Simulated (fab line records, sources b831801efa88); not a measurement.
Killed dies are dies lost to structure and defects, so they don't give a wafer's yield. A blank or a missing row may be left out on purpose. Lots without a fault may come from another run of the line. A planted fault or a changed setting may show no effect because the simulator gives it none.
Which tool did it? | flow sky130 | 10 lots, 29 wafers sampled, at 6 steps of a route of 708

WHAT THE GAUGES READ, wafer by wafer
SKY_LDD_HVN_TW_MEAS_10. Usual: LDD_HVN_TW 1441, standard deviation 6.7.
lot  | measured     | on            | LDD_HVN_TW     | flag
L452 | day 20 11:34 | film_metro-03 | 1450 1456 1454 |
L454 | day 21 11:39 | film_metro-03 | 1435 1436 1447 |
L455 | day 21 17:10 | film_metro-03 | 1443 1437 1436 |
L456 | day 22 03:13 | film_metro-03 | 1438 1433 1438 |
L457 | day 22 19:37 | film_metro-04 | 1446 1437 1446 |
L463 | day 25 03:03 | film_metro-03 | 1442 1434 1440 |
L466 | day 26 06:46 | film_metro-03 | 1443 1440      |
L469 | day 26 20:31 | film_metro-02 | 1434 1442 1440 |
L473 | day 28 18:02 | film_metro-03 | 1440 1440 1438 |
L474 | day 29 03:14 | film_metro-02 | 1434 1437 1443 |

SKY_LI_CONTACT_OVL_MEAS_13. Usual: LI_CONTACT_OVL 1 nm, standard deviation 5.6.
lot  | measured     | on         | LI_CONTACT_OVL (nm) | flag
L452 | day 29 11:59 | overlay-02 | 1 5 2               |
L454 | day 30 10:08 | overlay-02 | 5 4 6               |
L455 | day 30 13:05 | overlay-01 | 3 -6 0              |
L456 | day 30 22:35 | overlay-02 | -9 -2 4             |
L457 | day 31 12:47 | overlay-01 | 2 3 -2              |
L463 | day 33 15:05 | overlay-02 | 0 3 3               |
L466 | day 34 16:41 | overlay-01 | 7 13                |
L469 | day 35 05:44 | overlay-02 | -1 -1 -5            |
L473 | day 36 21:17 | overlay-01 | 5 3 -8              |
L474 | day 37 07:57 | overlay-01 | -4 6 -5             |

SKY_METAL2_RS_MEAS_05: measures by four-point-probe. Usual: METAL2_ALCU_RS 0.1262 ohm/sq, standard deviation 0.0015.
lot  | measured     | on            | METAL2_ALCU_RS (ohm/sq) | flag
L452 | day 34 11:08 | film_metro-01 | 0.1249 0.1265 0.1266    |
L454 | day 35 06:52 | film_metro-03 | 0.1242 0.1262 0.1252    |
L455 | day 35 10:35 | film_metro-03 | 0.1244 0.1272 0.1271    |
L456 | day 35 18:48 | film_metro-01 | 0.1250 0.1256 0.1263    |
L457 | day 36 09:29 | film_metro-03 | 0.1255 0.1271 0.1272    |
L463 | day 38 09:43 | film_metro-02 | 0.1273 0.1274 0.1269    |
L466 | day 39 09:40 | film_metro-02 | 0.1633 0.1283           | OFF
L469 | day 39 23:43 | film_metro-03 | 0.1244 0.1239 0.1240    |
L473 | day 41 12:05 | film_metro-02 | 0.1268 0.1265 0.1255    |
L474 | day 41 20:19 | film_metro-01 | 0.1274 0.1286 0.1271    |

SKY_METAL2_THK_MEAS_06: measures by xrf. Usual: METAL2_ALCU_THK 254 nm, standard deviation 3.1.
lot  | measured     | on            | METAL2_ALCU_THK (nm) | flag
L452 | day 34 11:15 | film_metro-01 | 257 255 252          |
L454 | day 35 06:59 | film_metro-03 | 255 251 255          |
L455 | day 35 10:42 | film_metro-03 | 255 250 249          |
L456 | day 35 18:55 | film_metro-01 | 255 254 253          |
L457 | day 36 09:35 | film_metro-03 | 256 252 254          |
L463 | day 38 09:50 | film_metro-02 | 252 251 251          |
L466 | day 39 09:46 | film_metro-02 | 198 249              | OFF
L469 | day 39 23:49 | film_metro-03 | 256 256 257          |
L473 | day 41 12:12 | film_metro-02 | 251 253 255          |
L474 | day 41 20:25 | film_metro-01 | 250 250 252          |

WHICH TOOL RAN EACH LOT (tool, then ch and the chambers of the sampled wafers, then the start)
lot  | SKY_LDD_HVP_STRIP_09                 | SKY_METAL2_SPUTTER_02
L452 | plasma_asher-02 ch 0,1, day 21 18:39 | pvd_sputter-04, day 34 11:02
L454 | plasma_asher-02 ch 0,1, day 22 18:35 | pvd_sputter-01, day 35 06:47
L455 | plasma_asher-03 ch 0,1, day 22 23:26 | pvd_sputter-04, day 35 10:29
L456 | plasma_asher-04 ch 0,1, day 23 10:29 | pvd_sputter-01, day 35 18:41
L457 | plasma_asher-02 ch 0,1, day 24 01:54 | pvd_sputter-04, day 36 09:22
L463 | plasma_asher-04 ch 0,1, day 26 08:48 | pvd_sputter-01, day 38 09:37
L466 | plasma_asher-04 ch 0, day 27 12:23   | pvd_sputter-04, day 39 09:32
L469 | plasma_asher-03 ch 0,1, day 28 01:38 | pvd_sputter-02, day 39 23:35
L473 | plasma_asher-04 ch 1, day 29 22:03   | pvd_sputter-01, day 41 11:59
L474 | plasma_asher-04 ch 0,1, day 30 07:35 | pvd_sputter-01, day 41 20:10
- SKY_LDD_HVP_STRIP_09: strips in O2/N2.
- SKY_METAL2_SPUTTER_02: material AlCu, target thk 250 nm, time 13.3 s.

WHAT THE TOOLS THEMSELVES READ (means of the sampled wafers that have a number; where no wafer has one, the mark that the record gives instead)
SKY_LDD_HVP_STRIP_09. Usual: drypump_motor_current_A 5.16 A, standard deviation 0.18; oes_product_au 0.408 a.u., standard deviation 0.0047; strip_time_to_endpoint_s 4.137 s, standard deviation 0.014.
lot  | tool            | drypump_motor_current_A (A) | oes_product_au (a.u.) | strip_time_to_endpoint_s (s) | flag
L452 | plasma_asher-02 | 5.29                        | 0.406                 | 4.149                        |
L454 | plasma_asher-02 | 5.20                        | 0.413                 | 4.149                        |
L455 | plasma_asher-03 | 5.32                        | 0.404                 | 4.141                        |
L456 | plasma_asher-04 | 5.01                        | 0.405                 | 4.139                        |
L457 | plasma_asher-02 | 5.30                        | 0.409                 | 4.141                        |
L463 | plasma_asher-04 | 5.10                        | 0.407                 | 4.130                        |
L466 | plasma_asher-04 | 4.90                        | 0.409                 | 4.133                        |
L469 | plasma_asher-03 | 5.27                        | 0.405                 | 4.120                        |
L473 | plasma_asher-04 | 5.19                        | 0.408                 | 4.149                        |
L474 | plasma_asher-04 | 5.09                        | 0.412                 | 4.134                        |

SKY_METAL2_SPUTTER_02. Usual: throttle_valve_pct 29.5 %, standard deviation 1.
lot  | tool           | throttle_valve_pct (%) | flag
L452 | pvd_sputter-04 | 29.8                   |
L454 | pvd_sputter-01 | 30.7                   |
L455 | pvd_sputter-04 | 29.9                   |
L456 | pvd_sputter-01 | 30.1                   |
L457 | pvd_sputter-04 | 29.3                   |
L463 | pvd_sputter-01 | 29.8                   |
L466 | pvd_sputter-04 | 29.6                   |
L469 | pvd_sputter-02 | 29.1                   |
L473 | pvd_sputter-01 | 30.0                   |
L474 | pvd_sputter-01 | 29.9                   |

THE ANSWER, worked out from the rows above alone
Rule: a lot is off if the mean of its wafers that have a number lies more than 3 standard deviations from the usual mean. A lot without any number at a reading at which 4 lots or more have one is off too. The other lots that the step has rows for count as sound. The gauges are gone through in route order, then the tools' own readings, and for those a lot's mean is taken as printed above. The first step at which some lot is off is used, and at that step the reading that is off furthest; a lot without a number counts as furthest.
Off: L466, at SKY_METAL2_RS_MEAS_05 (METAL2_ALCU_RS).
A tool fits if, at a process step before that reading, it ran every lot that is off, and no sound lot after the first of them. The gauges at SKY_METAL2_RS_MEAS_05 are tried like those tools. One fits: pvd_sputter-04 at SKY_METAL2_SPUTTER_02. Its last sound lot is L457 (day 36 09:22), its first lot that is off L466 (day 39 09:32): a fault that began between those two fits.

WHAT THE SIMULATOR HAD PUT IN
Process parameter drift: pvd_sputter-04, from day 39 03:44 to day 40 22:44, at SKY_METAL2_SPUTTER_02. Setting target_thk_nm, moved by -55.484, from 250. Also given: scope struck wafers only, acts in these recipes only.
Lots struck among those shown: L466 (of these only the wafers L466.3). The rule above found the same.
